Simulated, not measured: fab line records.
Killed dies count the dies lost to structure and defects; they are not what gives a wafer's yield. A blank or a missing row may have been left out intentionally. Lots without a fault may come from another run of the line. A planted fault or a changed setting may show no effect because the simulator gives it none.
Comparing a struck lot with a sound one :: flow gf180mcu :: 17 out of 602 route steps
Sound: wafers L858.1, L858.4, L858.5. The struck wafers were L874.3, L874.4, L874.5. The cause is given at the end.
Per side, at each step with rows, come the tool, then ch with its chambers, and then its first start. Under that, the readings that differ: sound wafers :: struck wafers :: difference of the means :: sigmas: that difference in standard deviations of wafers without a fault.
alike: readings whose means differ by less than 2 such deviations, and words and numbers that are the same on both sides. not compared: withheld readings, readings that some wafer has no value for, bounds like >300 that may hide the same value, and numbers for which the record gives no deviation and whose values overlap.
The two part at a step that has a row with sigmas, a row that says differs or no value, or rows on one side only. Numbers that don't overlap but have no deviation are shown without sigmas and don't part them. Lack of a reading on every wafer of one side parts them only where that side has two or more wafers.

first, 2 steps without rows for these wafers: GF_HV_LDD_PEB_44; GF_HV_LDD_DEVELOP_45 (develop time 60 s).
GF_HV_LDD_CD_MEAS_46: target cd 400 nm.
  sound: cd sem-01 at day 13 15:16; struck: cd sem-01 at day 19 05:34
reading: cd nm (nm)
sound: 394.3 395.6 395.2
struck: 401.8 402.8 400.5
difference: +6.7
sigmas: +3
GF_HV_LDD_OVL_MEAS_47:
  sound: overlay-01 at day 13 15:23; struck: overlay-02 at day 19 05:39
reading: HV_LDD_03_OVL (nm)
sound: 2.9 3.4 3.9
struck: -0.1 -0.5 -1.6
difference: -4.1
sigmas: -2
after that, 1 step had no rows for these wafers: GF_HV_LDD_IMPLANT_48.
GF_HV_LDD_STRIP_49: strips in O2/N2.
  sound on plasma asher-04 ch 0,1, day 13 15:34; struck on plasma asher-04 ch 0,1, day 19 05:52
reading: strip time to endpoint s (s)
sound: 12.61 12.56 12.62
struck: 12.69 12.68 12.71
difference: +0.10
sigmas: +2
  alike: drypump motor current A, heater power w, oes product au
  not compared: rf hours counter h
GF_HV_LDD_TW_MEAS_50:
  sound: film metro-04 at day 13 15:40; struck: film metro-02 at day 19 05:56
  alike: HV_LDD_4_TW
then, 1 step without rows for these wafers: GF_HV_LDD_CLEAN_51 (cleans in SC1/SC2, time 150 s).
GF_HV_LDD_RTA_52: time 10 s.
  sound on rtp anneal-02 ch 0, day 13 15:47; struck on rtp anneal-01 ch 0, day 19 06:04
  alike: lamp power pct, wafer_temp_C_max
GF_HV_LDD_RS_MEAS_53: a four-point-probe measurement.
  sound: film metro-03 at day 13 15:52; struck: film metro-03 at day 19 06:08
  alike: HV_LDD_RS
then, 1 step without rows for these wafers: GF_HV_LDD_CVD_54 (deposits SiO2 from TEOS, target thk 10 nm, time 75 s).
GF_HV_LDD_THK_MEAS_55:
  sound: film metro-03 at day 13 17:00; struck: film metro-04 at day 19 07:16
  alike: HV_LDD_CVD_54_THK
GF_HV_LDD_CVD_56: deposits Si3N4 from DCS/NH3, target thk 90 nm, time 1543 s.
  sound on lpcvd-02 ch 1, day 13 17:04; struck on lpcvd-02 ch 1, day 19 07:18
reading: spike tc centre C (C)
sound: 769.7 769.2 769.5
struck: 775.8 774.1 775.3
difference: +5.6
sigmas: +4

reading: spike tc upper C (C)
sound: 769.0 771.5 772.1
struck: 731.5 732.8 732.0
difference: -38.8
sigmas: -30

reading: zone power centre pct (%)
sound: 12.2 12.5 12.3
struck: 17.0 17.2 17.4
difference: +4.9
sigmas: +3

reading: zone power top pct (%)
sound: 21.6 21.4 21.1
struck: 26.8 26.7 26.9
difference: +5.4
sigmas: +3

reading: zone power upper pct (%)
sound: 12.8 12.9 12.8
struck: 1.8 1.8 1.8
difference: -11.0
sigmas: -13

reading: model.Si3N4_of_HV_LDD_CVD_56.thk nm (nm)
sound: 90.11 90.65 90.71
struck: 88.92 89.31 88.37
difference: -1.62
sigmas: 
  alike: zone power bottom pct
GF_HV_LDD_THK_MEAS_57:
  sound: film metro-04 at day 13 18:29; struck: film metro-04 at day 19 08:45
reading: HV_LDD_CVD_56_THK (nm)
sound: 90.2 90.6 90.8
struck: 88.9 89.3 88.3
difference: -1.7
sigmas: -2
GF_HV_LDD_ETCHBACK_58: etches Si3N4 in CH3F/O2, stops on SiO2, time 100 s, target depth 90 nm.
  sound on rie diel-03 ch 0,2, day 13 18:33; struck on rie diel-03 ch 0,1, day 19 08:50
reading: model.etch.depth nm (nm)
sound: 90.11 90.65 90.71
struck: 88.92 89.31 88.37
difference: -1.62
sigmas: 
  alike: ch3f flow sccm, drypump motor current A, oes product au, throttle valve pct
  not compared: rf hours counter h
then, 1 step without rows for these wafers: GF_NSD_DEHYDRATE_00 (time 60 s).
-- the record jumps here: 15 days lie between the struck wafers' starts before and after (it left off in module NSD and takes up again in module PASSIVATION, whose first step shown is number 602 of the route) --
GF_PASSIVATION_PROBE_99:
  the record has rows for the struck wafers here (prober-01, day 34 11:04) and none for the sound ones

WHERE THEY PART
At GF_HV_LDD_CD_MEAS_46 first; at GF_PASSIVATION_PROBE_99 last (within this record only).

WHY: whatever the simulator had introduced
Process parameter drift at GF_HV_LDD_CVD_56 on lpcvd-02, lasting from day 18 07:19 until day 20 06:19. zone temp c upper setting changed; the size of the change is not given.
